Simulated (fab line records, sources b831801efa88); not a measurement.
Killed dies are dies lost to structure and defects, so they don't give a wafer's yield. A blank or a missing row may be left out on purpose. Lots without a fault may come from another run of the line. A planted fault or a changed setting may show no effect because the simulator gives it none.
One fault seen from 2 desks | flow sfq_line | each desk has only its own numbers; what lay behind them comes last

THE TOOL OWNER'S DESK: litho_track-04
The tool's own readings at SFQ_TRILAYER_M4_LITHO_PEB_096 (peb time 60 s): means of the sampled wafers that have a number, for each lot that ran on this tool. A lot is out of limits, marked OUT, if its mean lies more than 4 standard deviations from the usual mean; the brackets give that distance.
Columns: A = heater_power_total_W at SFQ_TRILAYER_M4_LITHO_PEB_096, usual 79.14 W
lot  | first seen here | A
L770 | day 40 00:04    | 79.12
L780 | day 46 22:11    | 79.22
L781 | day 47 01:49    | 79.18
L782 | day 47 08:59    | 79.13
L783 | day 47 14:59    | 81.44 (+31) OUT
L784 | day 47 17:23    | 81.52 (+32) OUT
L785 | day 48 06:47    | 81.46 (+31) OUT
This desk's finding: out of limits on L783, L784, L785; first on L783, day 47 14:59 (heater_power_total_W at SFQ_TRILAYER_M4_LITHO_PEB_096). In limits: L770, L780, L781, L782.

THE METROLOGY DESK
What the gauges read, lot by lot, whatever tool the lot ran on: means of the sampled wafers that have a number. A lot is out of limits, marked OUT, if its mean lies more than 4 standard deviations from the usual mean; the brackets give that distance.
Columns: A = M2_OVL at SFQ_M2_OVL_MEAS_916, usual -1 nm
lot  | first seen here | A
L770 | day 20 20:05    | -3
L772 | day 22 00:41    | 1
L774 | day 22 07:06    | -1
L775 | day 24 03:36    | 5
L776 | day 26 06:50    | -1
L777 | day 26 13:49    | 6
L778 | day 26 23:43    | 1
L779 | day 27 10:41    | 1
L780 | day 27 12:32    | -0
L781 | day 27 20:56    | -7
L782 | day 28 08:05    | -8
L783 | day 28 20:05    | -1
L784 | day 29 01:53    | -3
L785 | day 29 08:02    | 0
L793 | day 31 18:46    | -5
This desk's finding: nothing out of limits on any of the 15 lots.

PUT TOGETHER
The tool owner's desk could have raised an alarm at day 47 14:59, on L783, L784, L785.
The metrology desk saw nothing out of limits.
The metrology desk has L783, L784, L785 on record, within its limits.
Of the lots named, all ran SFQ_TRILAYER_M4_LITHO_PEB_096 on litho_track-04.

WHAT THE SIMULATOR HAD PUT IN
Process parameter drift: litho_track-04, from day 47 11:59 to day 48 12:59, at SFQ_TRILAYER_M4_LITHO_PEB_096. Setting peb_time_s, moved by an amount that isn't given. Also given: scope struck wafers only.
Lots struck among those shown: L783, L784, L785.
Hours from the fault's start to each desk's first reading out of limits: the tool owner's desk, 3.
